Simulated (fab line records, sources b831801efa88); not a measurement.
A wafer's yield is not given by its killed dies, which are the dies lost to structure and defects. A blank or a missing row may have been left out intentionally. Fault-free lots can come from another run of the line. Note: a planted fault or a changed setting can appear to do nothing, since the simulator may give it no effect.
What tool caused it? | flow sky130 | 14 lots, 42 wafers sampled, at 4 steps of a route of 708

## WHAT THE GAUGES SHOWED, per wafer
The record holds no reading of a measuring or inspecting step that can be judged against a usual standard deviation.

## WHICH TOOL RAN EACH LOT (tool, then ch and the chambers of the sampled wafers, then the start)
lot  | SKY_FIELD_ISO_ETCH_17           | SKY_FIELD_ISO_ANNEAL_26      | SKY_NWELL_RTA_28                 | SKY_CONTACT_ETCH_18
L121 | rie-si-02 ch 0,1,2, day 2 12:11 | furnace-02 ch 0, day 2 14:00 | rtp-anneal-02 ch 0, day 5 12:40  | rie-diel-04 ch 0,1,2, no start
L123 | rie-si-02 ch 0,1,2, day 2 21:08 | furnace-02 ch 0, day 3 00:00 | rtp-anneal-01 ch 0, day 6 03:06  | rie-diel-04 ch 0,2,3, no start
L124 | rie-si-02 ch 0,1,3, day 3 05:23 | furnace-01 ch 0, day 3 07:07 | rtp-anneal-02 ch 0, day 6 07:57  | rie-diel-04 ch 0,1,2, no start
L125 | rie-si-01 ch 0,1,2, day 3 08:05 | furnace-02 ch 0, day 3 11:20 | rtp-anneal-01 ch 0, day 6 14:54  | rie-diel-02 ch 0,3, no start
L126 | rie-si-01 ch 1,2,3, day 3 12:17 | furnace-01 ch 0, day 3 15:23 | rtp-anneal-02 ch 0, day 6 21:10  | rie-diel-02 ch 0,1, no start
L128 | rie-si-02 ch 0,2, day 3 21:59   | furnace-02 ch 0, day 4 02:09 | rtp-anneal-02 ch 0, day 7 07:44  | rie-diel-02 ch 0,3, no start
L129 | rie-si-02 ch 0,2,3, day 4 02:56 | furnace-02 ch 0, day 4 07:52 | rtp-anneal-02 ch 0, day 7 13:04  | rie-diel-04 ch 0,1,3, no start
L131 | rie-si-02 ch 0,2,3, day 4 14:41 | furnace-01, day 4 17:04      | -                                | -
L132 | rie-si-02 ch 2,3, day 4 18:29   | furnace-02, day 4 21:00      | -                                | -
L134 | rie-si-01 ch 0,1,3, day 5 06:38 | furnace-01 ch 0, day 5 09:33 | rtp-anneal-01 ch 0, day 8 20:21  | rie-diel-02 ch 1,2,3, no start
L135 | rie-si-02 ch 0,2,3, day 5 10:47 | furnace-01 ch 0, day 5 15:12 | rtp-anneal-01 ch 0, day 9 05:20  | rie-diel-04 ch 0,1,2, no start
L141 | rie-si-02 ch 1,2, day 6 19:20   | furnace-01 ch 0, day 7 01:23 | rtp-anneal-01 ch 0, day 10 23:05 | rie-diel-04 ch 0,1,3, no start
L142 | rie-si-02 ch 2,3, day 7 01:08   | furnace-01 ch 0, day 7 09:35 | rtp-anneal-01 ch 0, day 11 07:28 | rie-diel-02 ch 0,1,3, no start
L143 | rie-si-02 ch 0,1, day 7 04:38   | furnace-01 ch 0, day 7 09:35 | rtp-anneal-02 ch 0, day 11 08:14 | rie-diel-03 ch 1,2, no start
- SKY_FIELD_ISO_ETCH_17: etches Si in HBr/Cl2/O2, target depth 342 nm, time 97.7 s.
- SKY_FIELD_ISO_ANNEAL_26: time 1800 s.
- SKY_NWELL_RTA_28: time 30 s.
- SKY_CONTACT_ETCH_18: etches Si3N4 in CHF3/O2, stops on TiN, time 39 s, target depth 75 nm.

## WHAT THE TOOLS THEMSELVES READ (means of the sampled wafers that have a number; where no wafer has one, the mark that the record gives instead)
SKY_FIELD_ISO_ETCH_17. Usual: drypump-motor-current-A 5.80 A, standard deviation 0.3; oes-product-au 1.003 a.u., standard deviation 0.0084; throttle-valve-pct 25.654 %, standard deviation 0.01.
lot  | tool      | drypump-motor-current-A (A) | oes-product-au (a.u.) | throttle-valve-pct (%) | flag
L121 | rie-si-02 | 5.76                        | 0.996                 | 25.659                 |
L123 | rie-si-02 | 5.77                        | 1.000                 | 25.654                 |
L124 | rie-si-02 | 5.81                        | 0.999                 | 25.667                 |
L125 | rie-si-01 | 5.61                        | 0.993                 | 25.662                 |
L126 | rie-si-01 | 5.40                        | 1.002                 | 25.651                 |
L128 | rie-si-02 | 5.77                        | 1.014                 | 25.642                 |
L129 | rie-si-02 | 5.82                        | 1.011                 | 25.649                 |
L131 | rie-si-02 | 5.82                        | 1.006                 | 25.644                 |
L132 | rie-si-02 | 6.06                        | 1.008                 | 25.652                 |
L134 | rie-si-01 | 5.64                        | 1.009                 | 25.650                 |
L135 | rie-si-02 | 5.80                        | 1.006                 | 25.646                 |
L141 | rie-si-02 | 5.95                        | 0.995                 | 25.671                 |
L142 | rie-si-02 | 6.04                        | 1.004                 | 25.656                 |
L143 | rie-si-02 | 5.57                        | 0.996                 | 25.657                 |

SKY_FIELD_ISO_ANNEAL_26. Usual: spike-tc-bottom-C 1018.2 C, standard deviation 1.4; spike-tc-centre-C 1000.1 C, standard deviation 1.3; zone-power-centre-pct 22.8 %, standard deviation 0.31.
lot  | tool       | spike-tc-bottom-C (C) | spike-tc-centre-C (C) | zone-power-centre-pct (%) | flag
L121 | furnace-02 | 1018.9                | 1001.2                | 22.6                      |
L123 | furnace-02 | 1019.3                | 1000.7                | 22.7                      |
L124 | furnace-01 | 1017.4                | 999.8                 | 23.1                      |
L125 | furnace-02 | 1019.9                | 1001.5                | 22.7                      |
L126 | furnace-01 | 1017.0                | 999.7                 | 23.1                      |
L128 | furnace-02 | 1019.5                | 1000.1                | 22.4                      |
L129 | furnace-02 | 1020.3                | 1001.6                | 22.7                      |
L131 | furnace-01 | -                     | -                     | -                         | OFF
L132 | furnace-02 | -                     | -                     | -                         | OFF
L134 | furnace-01 | 1018.4                | 999.4                 | 22.9                      |
L135 | furnace-01 | 1017.3                | 999.8                 | 23.0                      |
L141 | furnace-01 | 1016.7                | 1000.0                | 23.1                      |
L142 | furnace-01 | 1017.3                | 998.4                 | 23.0                      |
L143 | furnace-01 | 1017.3                | 998.8                 | 23.1                      |

SKY_NWELL_RTA_28. Usual: lamp-power-pct 25.30 %, standard deviation 0.053; wafer_temp_C_max 1054.8, standard deviation 1.
lot  | tool          | lamp-power-pct (%) | wafer_temp_C_max | flag
L121 | rtp-anneal-02 | 25.34              | 1055.1           |
L123 | rtp-anneal-01 | 25.27              | 1055.2           |
L124 | rtp-anneal-02 | 25.31              | 1055.0           |
L125 | rtp-anneal-01 | 25.29              | 1055.1           |
L126 | rtp-anneal-02 | 25.34              | 1055.1           |
L128 | rtp-anneal-02 | 25.34              | 1054.9           |
L129 | rtp-anneal-02 | 25.28              | 1054.7           |
L134 | rtp-anneal-01 | 25.29              | 1055.2           |
L135 | rtp-anneal-01 | 25.27              | 1053.9           |
L141 | rtp-anneal-01 | 25.35              | 1054.6           |
L142 | rtp-anneal-01 | 25.30              | 1054.7           |
L143 | rtp-anneal-02 | 25.23              | 1055.3           |

SKY_CONTACT_ETCH_18. Usual: chf3-flow-sccm 50.01 sccm, standard deviation 0.15; drypump-motor-current-A 5.8 A, standard deviation 0.5; oes-product-au 0.854 a.u., standard deviation 0.0077; throttle-valve-pct 8.794 %, standard deviation 0.0099.
lot  | tool        | chf3-flow-sccm (sccm) | drypump-motor-current-A (A) | oes-product-au (a.u.) | throttle-valve-pct (%) | flag
L121 | rie-diel-04 | 50.03                 | 5.6                         | 0.849                 | 8.790                  |
L123 | rie-diel-04 | 50.06                 | 5.7                         | 0.864                 | 8.797                  |
L124 | rie-diel-04 | 49.89                 | 5.6                         | 0.843                 | 8.796                  |
L125 | rie-diel-02 | 50.00                 | 6.4                         | 0.847                 | 8.793                  |
L126 | rie-diel-02 | 50.04                 | 6.0                         | 0.858                 | 8.803                  |
L128 | rie-diel-02 | 49.94                 | 6.4                         | 0.851                 | 8.789                  |
L129 | rie-diel-04 | 49.97                 | 5.8                         | 0.857                 | 8.806                  |
L134 | rie-diel-02 | 50.01                 | 6.1                         | 0.854                 | 8.794                  |
L135 | rie-diel-04 | 50.08                 | 5.6                         | 0.859                 | 8.806                  |
L141 | rie-diel-04 | 50.02                 | 5.8                         | 0.858                 | 8.795                  |
L142 | rie-diel-02 | 50.07                 | 6.2                         | 0.859                 | 8.798                  |
L143 | rie-diel-03 | 50.29                 | 5.4                         | 0.859                 | 8.799                  |

## THE ANSWER, worked out from the rows above alone
Rule: lot off if the mean of its wafers having a number is beyond 3 standard deviations from the usual mean. Also off: a lot with no number at a reading for which 4 or more lots have one. Where the step has rows for the other lots, those lots are counted as sound. The gauges are gone through in route order, then the tools' own readings, and for those a lot's mean is taken as printed above. The first step at which some lot is off is used, and at that step the reading that is off furthest; a lot without a number counts as furthest.
Off at SKY_FIELD_ISO_ANNEAL_26 (spike-tc-bottom-C): L131, L132. Without a number there: L131, L132.
If a tool, at that step or one of the process steps before it, ran each lot that is off and ran no sound lot following the first of them, it fits. Not one of the candidates tried fits.

## WHAT THE SIMULATOR HAD PUT IN
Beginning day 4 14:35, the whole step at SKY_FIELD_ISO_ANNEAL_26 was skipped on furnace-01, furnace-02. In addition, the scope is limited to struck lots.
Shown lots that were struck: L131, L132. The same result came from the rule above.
